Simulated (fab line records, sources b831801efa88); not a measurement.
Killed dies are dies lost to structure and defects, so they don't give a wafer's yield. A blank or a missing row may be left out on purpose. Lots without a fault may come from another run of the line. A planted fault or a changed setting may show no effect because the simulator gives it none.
Which tool did it? | flow sfq_line | 7 lots, 21 wafers sampled, at 6 steps of a route of 325

WHAT THE GAUGES READ, wafer by wafer
SFQ_M8_THK_MEAS_950: measures by xrf.
lot  | measured     | on            | M8_AU_THK (nm)
L116 | day 86 13:10 | film_metro-03 | 177.1 177.6 178.8
L118 | day 86 20:20 | film_metro-03 | 178.7 178.1 178.5
L120 | day 87 01:09 | film_metro-03 | 182.9 181.8 184.2
L128 | day 91 11:28 | film_metro-03 | 181.2 179.5 179.7
L131 | day 92 00:39 | film_metro-03 | 177.2 177.4 178.5
L135 | day 92 19:52 | film_metro-02 | 181.0 183.1 181.6
L138 | day 93 06:26 | film_metro-04 | 180.7 181.8 182.9

WHICH TOOL RAN EACH LOT (tool, then ch and the chambers of the sampled wafers, then the start)
lot  | SFQ_TRILAYER_I1_CMP_CMP_046   | SFQ_TRILAYER_I1_METRO_MEASURE_047 | SFQ_TRILAYER_I1_VIA_ETCH_VIA_ETCH_052 | SFQ_TRILAYER_JJ_TRILAYER_DEP_SPUTTER_110 | SFQ_TRILAYER_M6_DEP_SPUTTER_157
L116 | cmp-02 ch 0,3, day 11 14:49   | film_metro-03, day 11 18:20       | rie_diel-01 ch 0,1,3, day 16 22:27    | pvd_sputter-04, day 48 18:08             | pvd_sputter-05, day 72 21:17
L118 | cmp-02 ch 1,2,3, day 14 08:55 | film_metro-04, day 14 12:02       | rie_diel-04 ch 0,1,3, day 20 16:40    | pvd_sputter-04, day 50 12:01             | pvd_sputter-03, day 72 23:41
L120 | cmp-01 ch 1,2,3, day 14 23:19 | film_metro-03, day 15 02:38       | rie_diel-01 ch 1,2,3, day 21 08:23    | pvd_sputter-04, day 50 19:13             | pvd_sputter-06, day 73 04:29
L128 | cmp-02 ch 1,2, day 25 04:58   | film_metro-03, day 25 08:17       | rie_diel-01 ch 0,2, day 25 14:10      | pvd_sputter-03, day 53 03:26             | pvd_sputter-05, day 74 06:54
L131 | cmp-02 ch 1,2,3, day 26 00:31 | film_metro-01, day 26 03:08       | rie_diel-03 ch 0,2, day 26 06:40      | pvd_sputter-03, day 53 19:52             | pvd_sputter-05, day 75 04:38
L135 | cmp-02 ch 0,3, day 26 12:20   | film_metro-01, day 26 15:40       | rie_diel-04 ch 0,1,3, day 26 18:59    | pvd_sputter-04, day 54 07:50             | pvd_sputter-05, day 76 00:25
L138 | cmp-02 ch 1,3, day 27 09:04   | film_metro-04, day 27 11:41       | rie_diel-03 ch 1,2, day 27 15:20      | pvd_sputter-03, day 55 13:50             | pvd_sputter-06, day 76 18:25
- SFQ_TRILAYER_I1_CMP_CMP_046: polishes SiO2.
- SFQ_TRILAYER_I1_METRO_MEASURE_047
- SFQ_TRILAYER_I1_VIA_ETCH_VIA_ETCH_052: etches SiO2 in CHF3, stops on Nb, target depth 260 nm.
- SFQ_TRILAYER_JJ_TRILAYER_DEP_SPUTTER_110: material Al, target thk 8 nm, time 10 s.
- SFQ_TRILAYER_M6_DEP_SPUTTER_157: material Nb, target thk 200 nm, time 133.3 s.

THE ANSWER, worked out from the rows above alone
Rule: what is usual is taken from the lots themselves. Put in order of their means at a reading, lots are off if they are a third of the lots or fewer, leave a main group of 4 or more, and stand apart from it by a gap of 3 or more times the standard deviation of the main group's means; of several such gaps the widest counts. A main group whose means are all the same, to the digits that the tables above print for the reading, isn't used. A lot without any number at a reading at which 4 lots or more have one is off too. The other lots that the step has rows for count as sound.
No lot is off at any reading shown: from this, nothing can be told.

WHAT THE SIMULATOR HAD PUT IN
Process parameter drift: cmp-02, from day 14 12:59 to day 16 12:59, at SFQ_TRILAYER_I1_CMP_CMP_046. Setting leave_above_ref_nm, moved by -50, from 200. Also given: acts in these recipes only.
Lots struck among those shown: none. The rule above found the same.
